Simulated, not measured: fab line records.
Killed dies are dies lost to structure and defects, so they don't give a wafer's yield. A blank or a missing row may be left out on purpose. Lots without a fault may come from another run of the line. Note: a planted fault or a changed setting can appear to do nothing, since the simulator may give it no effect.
fab line records	flow sky130
record lots=12	wafers=36	last_day=50
route steps=708 shown LI_CONTACT@383 LOCAL_INTERCONNECT@388 CONTACT@408 PAD_OPEN@708
lots untouched by any fault: they come from a run of this same line in which no faults occurred
start_h: hours from the record's opening day to when the first of the lot's shown wafers began	wait_h: hours from the lot's prior step to this one	" as in the row above	L1.1+2: one row covering several wafers at once	- value missing, or start not given	* or withheld: withheld	< > ~ a bound
route shown NAME@n: a module of which the file shows steps, and the number in the route of the first	usual: average and standard deviation across the fault-free wafers	same: alike in all rows	chamber/n: place in a boat	sites: each site's reading	_std_site: standard deviation of those values	_edge_site: inner sites' mean taken away from outer sites' mean	radius_mm: how far each site lies from the wafer's centre	mask NAME#n: copy n	behind: tool/chamber where the wafer was last shaped	hold: the reason the lot was held/the length of the hold in hours/how it ended	device: which transistor (n, p or np) failed to switch	end of line: the same wafers' tests at the end of the route	where a step has no rows: the recipe by itself	killed: dies that structure and defects cost at the first sort, which is not the same as the wafer's yield	map: a wafer's dies, x killed, . not, _ none there
set.NAME: the setting as run; set.NAME@STEP: as run at that earlier step	model.NAME: the simulator's own value behind a step, which no gauge read
a sample of lots followed through the steps of the route, with each step as a table and each wafer as a row
services: when a tool's chamber went out of use (start_h, in hours from the record's first day, below 0 if earlier), for how many hours, and the reason
## steps
# step SKY_LI_CONTACT_CVD_21
# recipe material=W	target_thk_nm=400	time_s=120.56	temp_c=400	pressure_torr=40
# usual heater_power_w=938/130
lot.wafer	tool	chamber	start_h	wait_h	heater_power_w
L262.1	cvd_w-02	1	675.22	0.0	855
L262.5	"	1	"	"	879
L262.6	"	0	"	"	902
L264.3	cvd_w-02	1	697.80	0.1	879
L264.4	"	0	"	"	906
L264.6	"	0	"	"	898
L267.1	cvd_w-02	1	713.12	0.0	879
L267.3	"	1	"	"	880
L267.5	"	1	"	"	885
L271.1	cvd_w-02	1	745.24	0.0	902
L271.5	"	0	"	"	915
L271.6	"	1	"	"	933
L274.2	cvd_w-02	1	778.75	0.0	868
L274.3	"	1	"	"	896
L274.6	"	1	"	"	880
L277.1	cvd_w-01	0	790.41	0.0	1201
L277.2	"	1	"	"	848
L277.3	"	1	"	"	832
L278.3	cvd_w-01	1	803.46	0.1	832
L278.4	"	0	"	"	1207
L278.5	"	0	"	"	1226
L279.2	cvd_w-01	0	813.07	0.0	1238
L279.3	"	0	"	"	1199
L279.5	"	0	"	"	1202
L280.2	cvd_w-02	1	817.34	0.1	869
L280.4	"	1	"	"	865
L280.6	"	0	"	"	897
L282.2	cvd_w-02	0	828.64	0.0	902
L282.3	"	0	"	"	928
L282.5	"	1	"	"	900
L284.1	cvd_w-01	1	838.29	0.0	848
L284.3	"	0	"	"	1163
L284.5	"	0	"	"	1187
L285.1	cvd_w-02	0	845.48	0.0	918
L285.2	"	1	"	"	866
L285.6	"	1	"	"	865
# step SKY_LOCAL_INTERCONNECT_RS_MEAS_01
# recipe thk_meas_gauge=four-point-probe	reads=TiN_of_LOCAL_INTERCONNECT_SPUTTER_00
# usual LOCAL_INTERCONNECT_TIN_RS=14.17/0.12
lot.wafer	tool	chamber	start_h	wait_h	LOCAL_INTERCONNECT_TIN_RS[ohm/sq]
L262.1	film_metro-03	-	675.88	0.0	14.34
L262.5	"	-	"	"	14.30
L262.6	"	-	"	"	14.29
L264.3	film_metro-02	-	698.46	0.1	14.26
L264.4	"	-	"	"	14.29
L264.6	"	-	"	"	14.24
L267.1	film_metro-02	-	713.78	0.0	14.12
L267.3	"	-	"	"	14.13
L267.5	"	-	"	"	14.15
L271.1	film_metro-02	-	745.91	0.0	14.15
L271.5	"	-	"	"	14.18
L271.6	"	-	"	"	14.15
L274.2	film_metro-03	-	779.44	0.1	14.31
L274.3	"	-	"	"	14.19
L274.6	"	-	"	"	14.22
L277.1	film_metro-01	-	791.38	0.0	14.17
L277.2	"	-	"	"	14.31
L277.3	"	-	"	"	14.37
L278.3	film_metro-01	-	804.13	0.1	14.13
L278.4	"	-	"	"	14.22
L278.5	"	-	"	"	14.09
L279.2	film_metro-03	-	813.76	0.1	14.26
L279.3	"	-	"	"	14.19
L279.5	"	-	"	"	14.15
L280.2	film_metro-03	-	818.02	0.1	14.08
L280.4	"	-	"	"	14.09
L280.6	"	-	"	"	14.06
L282.2	film_metro-02	-	829.33	0.1	14.09
L282.3	"	-	"	"	14.09
L282.5	"	-	"	"	14.06
L284.1	film_metro-03	-	838.95	0.0	14.15
L284.3	"	-	"	"	14.05
L284.5	"	-	"	"	14.03
L285.1	film_metro-01	-	846.18	0.0	14.43
L285.2	"	-	"	"	14.46
L285.6	"	-	"	"	14.42
# step SKY_CONTACT_HDPCVD_02
# recipe material=SiO2	target_thk_nm=565	sigma_open_frac=0.3	time_s=94.2	temp_c=600	sih4_flow_sccm=60	pressure_mtorr=6
lot.wafer	tool	chamber	start_h	wait_h
L262.1+5+6	hdpcvd-02	1,1,2	704.15	0.1
L264.3+4+6	hdpcvd-02	0,0,1	726.33	0.0
L267.1+3+5	hdpcvd-01	0,1,2	742.38	0.1
L271.1+5+6	hdpcvd-02	0,0,2	773.46	0.1
L274.2+3+6	hdpcvd-02	1,2,2	806.91	0.0
L277.1+2+3	hdpcvd-01	1,0,2	818.89	0.1
L278.3+4+5	hdpcvd-01	0,1,2	831.25	0.0
L279.2+3+5	hdpcvd-01	0,1,0	840.50	0.0
L280.2+4+6	hdpcvd-01	2,2,0	845.39	0.0
L282.2+3+5	hdpcvd-01	2,0,0	856.68	0.0
L284.1+3+5	hdpcvd-01	2,0,1	866.24	0.1
L285.1+2+6	hdpcvd-02	2,0,2	873.48	0.1
# step SKY_CONTACT_THK_MEAS_03
# recipe reads=SiO2_of_CONTACT_HDPCVD_02
# usual CONTACT_HDPCVD_THK=564/5
lot.wafer	tool	chamber	start_h	wait_h	CONTACT_HDPCVD_THK[nm]
L262.1	film_metro-04	-	704.22	0.0	557
L262.5	"	-	"	"	554
L262.6	"	-	"	"	564
L264.3	film_metro-01	-	726.42	0.1	567
L264.4	"	-	"	"	567
L264.6	"	-	"	"	570
L267.1	film_metro-01	-	742.45	0.0	564
L267.3	"	-	"	"	558
L267.5	"	-	"	"	565
L271.1	film_metro-04	-	773.53	0.0	821
L271.5	"	-	"	"	823
L271.6	"	-	"	"	822
L274.2	film_metro-01	-	806.99	0.0	814
L274.3	"	-	"	"	817
L274.6	"	-	"	"	820
L277.1	film_metro-02	-	818.95	0.0	561
L277.2	"	-	"	"	565
L277.3	"	-	"	"	568
L278.3	film_metro-01	-	831.34	0.1	568
L278.4	"	-	"	"	566
L278.5	"	-	"	"	569
L279.2	film_metro-04	-	840.58	0.0	561
L279.3	"	-	"	"	565
L279.5	"	-	"	"	568
L280.2	film_metro-02	-	845.47	0.0	567
L280.4	"	-	"	"	565
L280.6	"	-	"	"	557
L282.2	film_metro-02	-	856.76	0.0	574
L282.3	"	-	"	"	576
L282.5	"	-	"	"	573
L284.1	film_metro-02	-	866.31	0.0	562
L284.3	"	-	"	"	567
L284.5	"	-	"	"	569
L285.1	film_metro-02	-	873.54	0.0	566
L285.2	"	-	"	"	568
L285.6	"	-	"	"	569
# step SKY_CONTACT_CMP_04
# recipe material=SiO2	down_force_psi=4	platen_rpm=60	pad_velocity_m_s=0.94248
# usual motor_current_A=11.7/1.1	time_to_endpoint_s=81/3.6
lot.wafer	tool	chamber	start_h	wait_h	motor_current_A	time_to_endpoint_s
L262.1	cmp-02	1	704.38	0.1	13.8	79
L262.6	"	3	"	"	10.7	83
L262.5	"	0	"	"	11.8	80
L264.4	cmp-02	2	726.46	0.0	11.5	81
L264.3	"	3	"	"	10.3	82
L264.6	"	2	"	"	11.6	80
L267.1	cmp-01	3	742.56	0.1	11.9	84
L267.3	"	1	"	"	11.5	81
L267.5	"	2	"	"	10.9	81
L271.1	cmp-02	0	773.74	0.2	11.8	167
L271.6	"	1	"	"	14.4	174
L271.5	"	2	"	"	11.3	165
L274.3	cmp-01	0	807.04	0.0	12.8	173
L274.2	"	1	"	"	10.9	176
L274.6	"	0	"	"	13.8	177
L277.1	cmp-02	0	819.06	0.1	11.1	76
L277.3	"	1	"	"	14.2	80
L277.2	"	2	"	"	11.5	77
L278.4	cmp-01	0	831.48	0.1	12.9	82
L278.3	"	1	"	"	11.1	84
L278.5	"	3	"	"	10.9	87
L279.2	cmp-01	3	840.63	0.0	10.7	80
L279.3	"	2	"	"	9.8	80
L279.5	"	3	"	"	10.9	87
L280.4	cmp-02	3	845.52	0.0	11.2	84
L280.2	"	2	"	"	10.9	88
L280.6	"	3	"	"	11.5	84
L282.3	cmp-01	0	856.81	0.0	12.9	84
L282.2	"	3	"	"	10.6	90
L282.5	"	0	"	"	12.8	85
L284.3	cmp-01	0	866.37	0.0	13.5	85
L284.1	"	3	"	"	10.8	83
L284.5	"	0	"	"	13.2	87
L285.1	cmp-01	2	873.65	0.1	10.1	82
L285.2	"	3	"	"	10.6	86
L285.6	"	1	"	"	11.2	84
# step SKY_CONTACT_BOW_MEAS_05
# recipe mode=bow
# usual CONTACT_BOW=82/7.4
lot.wafer	tool	chamber	start_h	wait_h	CONTACT_BOW[um]
L262.1	film_metro-02	-	704.58	0.1	73
L262.5	"	-	"	"	93
L262.6	"	-	"	"	92
L264.3	film_metro-01	-	726.80	0.2	78
L264.4	"	-	"	"	77
L264.6	"	-	"	"	84
L267.1	film_metro-02	-	742.81	0.2	83
L267.3	"	-	"	"	82
L267.5	"	-	"	"	93
L271.1	film_metro-04	-	773.89	0.1	88
L271.5	"	-	"	"	92
L271.6	"	-	"	"	77
L274.2	film_metro-02	-	807.36	0.2	74
L274.3	"	-	"	"	70
L274.6	"	-	"	"	75
L277.1	film_metro-02	-	819.31	0.2	77
L277.2	"	-	"	"	84
L277.3	"	-	"	"	76
L278.3	film_metro-04	-	831.72	0.1	93
L278.4	"	-	"	"	74
L278.5	"	-	"	"	79
L279.2	film_metro-02	-	840.95	0.3	92
L279.3	"	-	"	"	77
L279.5	"	-	"	"	67
L280.2	film_metro-01	-	845.84	0.1	84
L280.4	"	-	"	"	81
L280.6	"	-	"	"	72
L282.2	film_metro-02	-	857.13	0.1	97
L282.3	"	-	"	"	74
L282.5	"	-	"	"	91
L284.1	film_metro-04	-	866.67	0.1	81
L284.3	"	-	"	"	80
L284.5	"	-	"	"	88
L285.1	film_metro-01	-	873.90	0.2	77
L285.2	"	-	"	"	82
L285.6	"	-	"	"	84
# step SKY_PAD_OPEN_PROBE_99
# usual killed_at_M0_to_M3=43/7.5	killed_at_M4_up=3.3/1.9	killed_at_contacts=24/4.6	killed_at_front_end=16/4.9	killed_at_other=0.2/0.46	killed_dies=87/9.1	killed_open=47/7.4	killed_short=39/6.6
# same gross_dies=492	killed_at_back_side=0
lot.wafer	tool	chamber	start_h	wait_h	killed_at_M0_to_M3	killed_at_M4_up	killed_at_contacts	killed_at_front_end	killed_at_other	killed_dies	killed_open	killed_short
L262.1	prober-01	-	1074.10	0.1	33	9	20	8	0	70	36	34
L262.5	prober-01	-	1074.30	0.2	34	5	25	13	0	77	46	31
L262.6	prober-01	-	1074.35	0.2	46	6	23	9	1	85	42	43
L264.3	prober-01	-	1088.35	0.2	44	4	36	11	0	95	46	45
L264.4	prober-01	-	1088.40	0.2	49	7	26	18	0	100	51	48
L264.6	prober-01	-	1088.50	0.2	50	5	31	10	0	96	54	40
L274.2	prober-02	-	1150.42	0.1	44	4	29	21	0	98	57	41
L274.3	prober-02	-	1150.47	0.2	43	4	21	12	0	80	42	38
L277.1	prober-01	-	1158.31	0.1	37	7	27	18	1	90	52	38
L277.2	prober-01	-	1158.36	0.1	54	3	23	12	1	93	55	37
L277.3	prober-01	-	1158.41	0.2	41	2	24	12	0	79	48	31
L278.3	prober-02	-	1164.76	0.2	57	1	27	18	0	103	64	39
L278.4	prober-02	-	1164.81	0.2	50	0	31	13	0	94	50	44
L278.5	prober-02	-	1164.86	0.2	53	2	26	17	0	98	51	46
L285.1	prober-01	-	1190.30	0.1	30	5	21	21	0	77	38	39
L285.2	prober-01	-	1190.35	0.1	37	4	25	13	1	80	49	31
L285.6	prober-01	-	1190.55	0.2	42	6	16	19	1	84	46	38
# killed by level:class
L262.1 METAL4:geometric_particle:short=7 VIA1:geometric_particle:open=6 VIA2:geometric_particle:open=6 LI_CONTACT:geometric_particle:open=5 LOCAL_INTERCONNECT:geometric_particle:short=5 CONTACT:geometric_particle:open=5 CONTACT:geometric_particle:short=4 METAL1:geometric_particle:short=4
L262.5 CONTACT:geometric_particle:open=9 VIA1:geometric_particle:open=8 METAL1:geometric_particle:short=6 VIA3:geometric_particle:open=6 LI_CONTACT:geometric_particle:open=5 LOCAL_INTERCONNECT:geometric_particle:short=5 VIA1:geometric_particle:short=5 POLY_GATE:geometric_particle:open=4
L262.6 VIA1:geometric_particle:open=10 METAL2:geometric_particle:short=8 CONTACT:geometric_particle:open=7 VIA3:geometric_particle:open=7 LI_CONTACT:geometric_particle:open=5 LOCAL_INTERCONNECT:geometric_particle:short=5 CONTACT:geometric_particle:short=5 METAL1:geometric_particle:short=5
L264.3 CONTACT:geometric_particle:open=14 LI_CONTACT:geometric_particle:open=10 VIA1:geometric_particle:open=10 METAL2:geometric_particle:short=9 CONTACT:geometric_particle:short=6 VIA1:geometric_particle:short=6 METAL1:geometric_particle:short=5 LOCAL_INTERCONNECT:geometric_particle:short=4
L264.4 VIA1:geometric_particle:open=15 CONTACT:geometric_particle:open=12 FIELD_ISO:geometric_particle:short=7 VIA2:geometric_particle:open=7 CONTACT:geometric_particle:short=6 METAL1:geometric_particle:short=6 VIA3:geometric_particle:open=5 VIA1:geometric_particle:short=5
L264.6 VIA1:geometric_particle:open=16 CONTACT:geometric_particle:short=11 CONTACT:geometric_particle:open=8 VIA2:geometric_particle:open=7 VIA3:geometric_particle:open=7 LI_CONTACT:geometric_particle:open=6 METAL2:geometric_particle:short=6 METAL4:geometric_particle:short=5
L274.2 VIA1:geometric_particle:open=13 LI_CONTACT:geometric_particle:open=9 LOCAL_INTERCONNECT:geometric_particle:short=8 VIA3:geometric_particle:open=8 VIA2:geometric_particle:open=6 FIELD_ISO:geometric_particle:open=5 CONTACT:geometric_particle:open=5 FIELD_ISO:geometric_particle:short=4
L274.3 VIA3:geometric_particle:open=9 VIA1:geometric_particle:open=7 VIA2:geometric_particle:open=7 LOCAL_INTERCONNECT:geometric_particle:short=5 CONTACT:geometric_particle:open=5 POLY_GATE:geometric_particle:short=4 LI_CONTACT:geometric_particle:open=4 VIA1:geometric_particle:short=4
L277.1 VIA1:geometric_particle:open=13 CONTACT:geometric_particle:open=9 LI_CONTACT:geometric_particle:open=8 VIA1:geometric_particle:short=7 CONTACT:geometric_particle:short=5 FIELD_ISO:geometric_particle:open=4 FIELD_ISO:geometric_particle:short=4 POLY_GATE:geometric_particle:open=4
L277.2 VIA1:geometric_particle:open=13 VIA2:geometric_particle:open=10 VIA3:geometric_particle:open=9 LI_CONTACT:geometric_particle:open=8 CONTACT:geometric_particle:open=6 METAL2:geometric_particle:short=6 VIA2:geometric_particle:short=5 POLY_GATE:geometric_particle:short=4
L277.3 LI_CONTACT:geometric_particle:open=8 VIA3:geometric_particle:open=8 VIA2:geometric_particle:open=7 CONTACT:geometric_particle:open=6 VIA1:geometric_particle:open=6 METAL2:geometric_particle:short=5 FIELD_ISO:geometric_particle:short=4 LOCAL_INTERCONNECT:geometric_particle:short=4
L278.3 VIA1:geometric_particle:open=16 VIA3:geometric_particle:open=11 CONTACT:geometric_particle:open=9 LI_CONTACT:geometric_particle:open=8 METAL2:geometric_particle:short=6 FIELD_ISO:geometric_particle:open=5 CONTACT:geometric_particle:short=5 VIA1:geometric_particle:short=5
L278.4 CONTACT:geometric_particle:open=11 VIA1:geometric_particle:open=10 POLY_GATE:geometric_particle:short=7 LI_CONTACT:geometric_particle:open=7 VIA2:geometric_particle:open=7 METAL2:geometric_particle:short=6 VIA3:geometric_particle:short=6 LI_CONTACT:geometric_particle:short=5
L278.5 CONTACT:geometric_particle:open=11 VIA3:geometric_particle:open=10 VIA1:geometric_particle:open=9 METAL2:geometric_particle:short=7 VIA1:geometric_particle:short=6 CONTACT:geometric_particle:short=6 VIA2:geometric_particle:short=6 VIA2:geometric_particle:open=6
L285.1 FIELD_ISO:geometric_particle:open=8 CONTACT:geometric_particle:open=8 VIA1:geometric_particle:open=7 METAL2:geometric_particle:short=7 METAL1:geometric_particle:short=5 POLY_GATE:geometric_particle:open=4 LI_CONTACT:geometric_particle:open=4 LOCAL_INTERCONNECT:geometric_particle:short=4
L285.2 VIA2:geometric_particle:open=10 LI_CONTACT:geometric_particle:open=9 CONTACT:geometric_particle:open=8 VIA1:geometric_particle:open=7 METAL1:geometric_particle:short=5 FIELD_ISO:geometric_particle:short=4 LOCAL_INTERCONNECT:geometric_particle:short=4 METAL2:geometric_particle:short=4
L285.6 VIA2:geometric_particle:open=12 VIA2:geometric_particle:short=7 FIELD_ISO:geometric_particle:open=6 VIA3:geometric_particle:open=6 FIELD_ISO:geometric_particle:short=5 LI_CONTACT:geometric_particle:open=5 VIA1:geometric_particle:open=5 CONTACT:geometric_particle:open=4
## services
tool	chamber	start_h	hours	kind
hdpcvd-02	0	665.75	-	clean
hdpcvd-02	1	665.75	-	clean
cmp-02	-	669.75	1.1	repair
cvd_w-02	-	677.23	2.6	repair
cmp-01	-	697.59	6.9	pm
cmp-02	-	706.73	1.7	repair
cmp-01	-	706.91	3.6	repair
cvd_w-02	0	709.28	3.3	repair
cvd_w-01	0	716.35	13.1	repair
cmp-01	-	716.83	8.9	pm
cvd_w-02	-	717.43	4.3	pm
cmp-02	-	744.24	4.0	pm
cvd_w-01	-	744.34	0.8	repair
cvd_w-01	1	744.66	11.5	repair
cvd_w-02	0	755.18	2.6	repair
hdpcvd-01	-	759.03	1.2	repair
hdpcvd-01	-	761.14	0.5	repair
cvd_w-02	0	775.30	2.6	repair
hdpcvd-01	-	789.85	2.8	pm
cvd_w-01	-	810.97	1.3	repair
cvd_w-01	-	827.34	2.8	pm
cmp-02	-	831.55	1.7	repair
cmp-02	-	847.95	4.2	pm
cmp-01	-	850.42	2.6	repair
## key
first_sign step=SKY_CONTACT_THK_MEAS_03	reading=CONTACT_HDPCVD_THK	direction=up	sigmas=51	usual=564	struck=819
effect step=SKY_CONTACT_CMP_04	reading=time_to_endpoint_s	direction=up	sigmas=25	usual=*	struck=*
met_at SKY_CONTACT_HDPCVD_02
struck_lots L271,L274
tester_left_out L271,L274
not_acting_at SKY_LI_CONTACT_CVD_21,SKY_LOCAL_INTERCONNECT_RS_MEAS_01,SKY_CONTACT_BOW_MEAS_05
onset_between 726.33 773.46
fault kind=process_parameter_drift	tool=hdpcvd-02	chamber=-	onset_h=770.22	steps=SKY_CONTACT_HDPCVD_02	channel=target_thk_nm	offset=253.68	shape=step	end_h=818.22	acts_in=these_recipes_only	stated=565
# tester_left_out: of these lots the tester's yield and bins aren't shown, on N5 and GAA mostly nor the transistor test; their killed dies are dies lost to structure and defects alone, not to doping, threshold or leakage, so they don't give the yield
